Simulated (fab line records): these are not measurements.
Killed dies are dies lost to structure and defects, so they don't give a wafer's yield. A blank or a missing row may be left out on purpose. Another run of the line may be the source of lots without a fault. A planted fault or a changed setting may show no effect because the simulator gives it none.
Chamber matching -- flow sky130 -- 4 sister chambers for SKY_VIA3_ETCH_15 on rie_diel-03
The step etches SiO2 in C4F8/O2/Ar, stops on TiN, target depth 507 nm, time 78 s. 16 wafers are shown with their chamber, then 8 later ones without.

## EACH WAFER AND ITS CHAMBER
wafer,chamber,chamber_pressure_mTorr (mTorr),oes_product_au (a.u.),bias_w (W)
L615.1,1,39.98,0.948,1204
L615.4,3,39.96,0.941,1200
L615.5,0,39.97,0.948,1204
L616.1,3,39.97,0.946,1200
L616.4,1,39.98,0.956,1195
L616.5,3,40.01,0.949,1198
L619.1,3,40.02,0.948,1206
L619.2,0,40.02,0.956,1202
L619.3,1,39.99,0.958,1201
L623.1,3,40.02,0.954,1196
L623.3,0,40.02,0.942,1200
L623.4,2,40.00,0.942,1207
L629.1,0,40.00,0.946,1199
L629.4,2,40.02,0.944,1209
L629.6,3,39.97,0.941,1198
L630.3,2,40.01,0.953,1199

SIGNATURES (means of the wafers above)
reading,chamber 0,chamber 1,chamber 2,chamber 3,scatter within a chamber
chamber_pressure_mTorr,40.0025,39.9833,40.0100,39.9917,0.022
oes_product_au,0.94800,0.95400,0.94633,0.94650,0.00543
bias_w,1201.25,1200.00,1205.00,1199.67,3.79
Rule: for each reading, subtract the chamber's mean from the wafer's reading, divide by that reading's scatter and square the result; add these up over the readings and take the root, which gives the wafer's distance from the chamber. The wafer belongs to the nearest chamber; if the next one is less than 2 further off, it can't be placed. How the scatter is found: for the shown wafers, subtract from each reading the mean of its chamber, square and add these, divide the total by (wafers less chambers), then take the root.

## WAFERS WITH NO CHAMBER GIVEN
wafer,chamber_pressure_mTorr (mTorr),oes_product_au (a.u.),bias_w (W)
L630.5,39.98,0.940,1199
L630.6,40.02,0.945,1205
L634.1,40.03,0.944,1203
L634.3,39.98,0.958,1202
L634.4,39.98,0.939,1197
L637.4,40.03,0.949,1198
L637.5,40.01,0.946,1201
L637.6,40.02,0.942,1202

## WHICH CHAMBER EACH ONE RAN IN
wafer,from the rows above,in truth
L630.5,can't be placed: 3 or 0 or 2 or 1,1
L630.6,can't be placed: 2 or 0 or 3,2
L634.1,can't be placed: 2 or 0 or 3 or 1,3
L634.3,can't be placed: 1 or 0 or 3 or 2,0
L634.4,can't be placed: 3 or 0 or 2 or 1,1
L637.4,can't be placed: 0 or 3 or 2 or 1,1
L637.5,can't be placed: 0 or 3 or 2 or 1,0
L637.6,can't be placed: 2 or 0 or 3 or 1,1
Placed correctly: 0 of 8. These rows do not allow placing 8 (true chamber among the candidates in 8). Placed wrongly: 0.
